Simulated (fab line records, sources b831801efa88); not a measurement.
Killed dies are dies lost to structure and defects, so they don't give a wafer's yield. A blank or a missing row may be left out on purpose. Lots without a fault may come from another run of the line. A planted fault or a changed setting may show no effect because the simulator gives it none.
fab line records | flow gf180mcu | part 2 of 2: steps 28 to 38 of 38
record lots=5 wafers=15 last_day=33
route steps=602 shown LVPWELL@55 MVSD@66 MVPSD@78 VT_IMPLANT@90
lots that met no fault: from a run of the same line without faults
start_h: hours from the record's first day to the start of the lot's first wafer shown | wait_h: hours since the lot's step before | " the same as in the row above | L1.1+2: a row that stands for several wafers | - no value, or no start given | * or withheld: withheld | < > ~ a bound
route shown NAME@n: a module of which the file shows steps, and the number in the route of the first | usual: mean/standard deviation of fault-free wafers | same: alike in all rows | chamber/n: place in a boat | sites: the reading at each site | _std_site: their standard deviation | _edge_site: outer sites' mean less inner sites' | radius_mm: how far each site lies from the wafer's centre | mask NAME#n: copy n | behind: the tool/chamber that last shaped the wafer | hold: why the lot was held/for how many hours/how that ended | device: the transistor (n, p or np) that didn't switch | end of line: the same wafers' tests at the end of the route | a step without rows: its recipe alone | killed: dies lost to structure and defects at the first sort, not the wafer's yield | map: a wafer's dies, x killed, . not, _ none there
set.NAME: the setting as run; set.NAME@STEP: as run at that earlier step | model.NAME: the simulator's own value behind a step, which no gauge read
lots at some steps of the route; a table a step, a row a wafer
services: from which hour (start_h, from the record's first day; less than 0 if before it) a tool's chamber was out of use, for how many hours, and why
## steps
# step GF_MVPSD_EXPOSE_04
# recipe mask_id=MVPSD target_cd_nm=1000 na=0.6 source_shape=conventional sigma_outer=0.6 dose_mj=260
# usual focus_offset_nm=-0.2/0.53
# columns lot.wafer tool chamber start_h wait_h mask focus_offset_nm
L076.2 iline_stepper-01 0 - - MVPSD#0 0.3
L076.4 " 0 " " MVPSD#0 0.3
L076.6 " 0 " " MVPSD#0 -0.2
L077.3 iline_stepper-01 0 - - MVPSD#0 -0.5
L077.4 " 0 " " MVPSD#0 0.0
L077.5 " 0 " " MVPSD#0 -0.7
L081.2 iline_stepper-01 0 - - MVPSD#0 -0.5
L081.5 " 0 " " MVPSD#0 -0.2
L081.6 " 0 " " MVPSD#0 0.0
L086.1 iline_stepper-02 0 - - MVPSD#0 0.7
L086.3 " 0 " " MVPSD#0 0.1
L086.4 " 0 " " MVPSD#0 -0.2
L094.2 iline_stepper-01 0 - - MVPSD#0 0.3
L094.3 " 0 " " MVPSD#0 0.0
L094.4 " 0 " " MVPSD#0 0.3
# step GF_MVPSD_PEB_05
# recipe temp_c=115 time_s=withheld
# usual chill_plate_temp_C=23.00/0.11
# columns lot.wafer tool chamber start_h wait_h chill_plate_temp_C
L076.2 litho_track-01 0 - - 23.02
L076.4 " 0 " " 22.84
L076.6 " 0 " " 23.07
L077.3 litho_track-02 0 - - 23.00
L077.4 " 0 " " 22.98
L077.5 " 0 " " 22.94
L081.2 litho_track-02 0 - - 23.11
L081.5 " 0 " " 22.98
L081.6 " 0 " " 23.08
L086.1 litho_track-01 0 - - 23.11
L086.3 " 0 " " 22.95
L086.4 " 0 " " 22.92
L094.2 litho_track-04 0 - - 23.07
L094.3 " 0 " " 23.21
L094.4 " 0 " " 23.12
# step GF_MVPSD_DEVELOP_06
# recipe wall_angle_deg=90 develop_time_s=60 dev_temp_c=23
# usual chill_plate_temp_C=23.00/0.097
# columns lot.wafer tool chamber start_h wait_h chill_plate_temp_C
L076.2 litho_track-01 0 - - 23.00
L076.4 " 0 " " 22.98
L076.6 " 0 " " 22.97
L077.3 litho_track-02 0 - - 22.99
L077.4 " 0 " " 23.00
L077.5 " 0 " " 22.92
L081.2 litho_track-02 0 - - 23.07
L081.5 " 0 " " 23.20
L081.6 " 0 " " 23.04
L086.1 litho_track-01 0 - - 22.95
L086.3 " 0 " " 22.95
L086.4 " 0 " " 22.90
L094.2 litho_track-04 0 - - 23.01
L094.3 " 0 " " 22.88
L094.4 " 0 " " 23.02
# step GF_MVPSD_OVL_MEAS_07
# usual MVPSD_OVL=0.5/1.5
# columns lot.wafer tool chamber start_h wait_h MVPSD_OVL[nm]
L076.2 overlay-02 - 108.09 - 1.2
L076.4 " - " " -0.4
L076.6 " - " " 1.3
L077.3 overlay-01 - 115.47 - -1.8
L077.4 " - " " -1.0
L077.5 " - " " 0.9
L081.2 overlay-02 - 136.26 - 0.4
L081.5 " - " " 0.9
L081.6 " - " " 1.2
L086.1 overlay-02 - 168.33 - 1.5
L086.3 " - " " 0.0
L086.4 " - " " -1.3
L094.2 overlay-02 - 215.52 - 0.4
L094.3 " - " " 1.4
L094.4 " - " " -0.4
# step GF_MVPSD_IMPLANT_08
# recipe species=B energy_kev=170 dose_cm2=1.5e+13 tilt_deg=0
# columns lot.wafer tool chamber start_h wait_h
L076.2+4+6 implanter-03 0 108.14 0.0
L077.3+4+5 implanter-02 0 115.54 0.1
L081.2+5+6 implanter-02 0 136.32 0.0
L086.1+3+4 implanter-02 0 168.37 0.0
L094.2+3+4 implanter-04 0 215.57 0.0
# step GF_MVPSD_IMPLANT_09
# recipe species=B energy_kev=40 dose_cm2=5e+12 tilt_deg=0
# columns lot.wafer tool chamber start_h wait_h
L076.2+4+6 implanter-03 0 108.29 0.1
L077.3+4+5 implanter-02 0 115.69 0.1
L081.2+5+6 implanter-02 0 136.47 0.1
L086.1+3+4 implanter-02 0 168.52 0.1
L094.2+3+4 implanter-04 0 215.72 0.1
# step GF_MVPSD_STRIP_10
# recipe chemistry=O2/N2 power_w=1400 pressure_mtorr=1500 platen_temp_c=250 o2_flow_sccm=3000 n2_flow_sccm=300 overash_fraction=0.5
# usual drypump_motor_current_A=5.3/0.37 heater_power_w=331/21 oes_product_au=0.722/0.0045 strip_time_to_endpoint_s=36.93/0.082
# columns lot.wafer tool chamber start_h wait_h drypump_motor_current_A heater_power_w oes_product_au rf_hours_counter_h strip_time_to_endpoint_s
L076.2 plasma_asher-02 0 108.42 0.1 5.4 320 0.719 47 37.16
L076.4 " 0 " " 5.4 315 0.727 - 37.08
L076.6 " 0 " " 5.4 318 0.721 - 36.87
L077.3 plasma_asher-02 0 118.68 3.0 5.4 325 0.726 - 36.90
L077.4 " 1 " " 6.0 320 0.714 - 36.96
L077.5 " 1 " " 6.0 321 0.718 - 36.95
L081.2 plasma_asher-04 0 136.59 0.1 5.5 326 0.723 46 36.98
L081.5 " 0 " " 5.5 323 0.725 - 36.97
L081.6 " 1 " " 4.8 305 0.714 - 36.92
L086.1 plasma_asher-02 0 168.67 0.1 5.4 309 0.722 7 36.84
L086.3 " 0 " " 5.4 315 0.721 - 36.96
L086.4 " 1 " " 6.0 317 0.714 - 36.92
L094.2 plasma_asher-04 1 215.85 0.1 4.8 302 0.717 54 36.91
L094.3 " 0 " " 5.5 323 0.724 - 37.10
L094.4 " 1 " " 4.8 310 0.723 - 36.95
# step GF_MVPSD_TW_MEAS_11
# usual MVPSD_TW=554/4.6
# columns lot.wafer tool chamber start_h wait_h MVPSD_TW
L076.2 film_metro-04 - 108.53 0.1 557
L076.4 " - " " 558
L076.6 " - " " 559
L077.3 film_metro-04 - 118.77 0.1 561
L077.4 " - " " 561
L077.5 " - " " 560
L081.2 film_metro-04 - 136.70 0.1 559
L081.5 " - " " 560
L081.6 " - " " 562
L086.1 film_metro-02 - 168.77 0.1 555
L086.3 " - " " 553
L086.4 " - " " 554
L094.2 film_metro-02 - 215.96 0.1 551
L094.3 " - " " 548
L094.4 " - " " 548
# step GF_VT_IMPLANT_DEHYDRATE_00
# recipe temp_c=200 time_s=60
# usual chill_plate_temp_C=23.00/0.094
# columns lot.wafer tool chamber start_h wait_h chill_plate_temp_C
L076.2 litho_track-04 0 115.14 6.6 22.88
L076.4 " 0 " " 23.01
L076.6 " 0 " " 22.89
L077.3 litho_track-01 0 124.13 5.4 22.97
L077.4 " 0 " " 23.04
L077.5 " 0 " " 23.00
L081.2 litho_track-03 0 143.81 7.1 23.09
L081.5 " 0 " " 23.04
L081.6 " 0 " " 23.07
L086.1 litho_track-04 0 175.91 7.1 22.94
L086.3 " 0 " " 22.83
L086.4 " 0 " " 23.05
L094.2 litho_track-01 0 224.45 8.5 22.99
L094.3 " 0 " " 23.10
L094.4 " 0 " " 22.94
# step GF_VT_IMPLANT_HMDS_01
# recipe prime_time_s=60 prime_temp_c=120
# usual chill_plate_temp_C=23.00/0.12
# columns lot.wafer tool chamber start_h wait_h chill_plate_temp_C
L076.2 litho_track-04 0 115.29 0.1 22.94
L076.4 " 0 " " 22.98
L076.6 " 0 " " 23.02
L077.3 litho_track-01 0 124.28 0.1 23.03
L077.4 " 0 " " 22.96
L077.5 " 0 " " 22.94
L081.2 litho_track-03 0 143.96 0.1 22.77
L081.5 " 0 " " 22.82
L081.6 " 0 " " 22.88
L086.1 litho_track-04 0 176.06 0.1 23.05
L086.3 " 0 " " 22.97
L086.4 " 0 " " 23.06
L094.2 litho_track-01 0 224.60 0.1 23.08
L094.3 " 0 " " 23.00
L094.4 " 0 " " 23.10
# step GF_VT_IMPLANT_COAT_02
# recipe resist=NOVOLAK spin_rpm=3000 resist_thk_nm=1000
# usual chill_plate_temp_C=22.99/0.1
# columns lot.wafer tool chamber start_h wait_h chill_plate_temp_C
L076.2 litho_track-04 0 115.44 0.1 23.02
L076.4 " 0 " " 23.05
L076.6 " 0 " " 23.10
L077.3 litho_track-01 0 124.43 0.1 22.99
L077.4 " 0 " " 22.98
L077.5 " 0 " " 22.99
L081.2 litho_track-03 0 144.11 0.1 23.05
L081.5 " 0 " " 22.87
L081.6 " 0 " " 22.72
L086.1 litho_track-04 0 176.21 0.1 23.05
L086.3 " 0 " " 23.16
L086.4 " 0 " " 23.08
L094.2 litho_track-01 0 224.75 0.1 22.78
L094.3 " 0 " " 22.88
L094.4 " 0 " " 22.72
## services
# columns tool chamber start_h hours kind
iline_stepper-02 - 50.42 4.4 pm
implanter-02 - 52.78 1.7 repair
plasma_asher-03 - 55.86 1.2 repair
implanter-02 - 62.34 18.9 pm
iline_stepper-02 - 76.34 1.7 pm
implanter-04 - 80.63 3.7 pm
plasma_asher-01 - 104.79 14.6 pm
plasma_asher-04 - 108.12 15.6 pm
plasma_asher-02 - 108.75 9.0 pm
implanter-03 - 110.06 1.7 repair
implanter-02 - 111.36 3.5 pm
litho_track-01 - 127.74 - consumable_replace:filter
iline_stepper-02 - 151.72 2.0 repair
iline_stepper-01 - 157.75 2.1 pm
implanter-02 - 164.79 1.1 repair
implanter-02 - 166.85 1.5 repair
implanter-03 - 176.80 5.6 repair
iline_stepper-02 - 181.58 2.1 pm
implanter-04 - 204.05 3.4 pm
implanter-02 - 210.05 6.8 repair
plasma_asher-02 - 212.00 0.4 repair
iline_stepper-01 - 222.36 1.7 pm
plasma_asher-03 - 223.04 1.0 repair
plasma_asher-01 - 224.58 2.1 repair
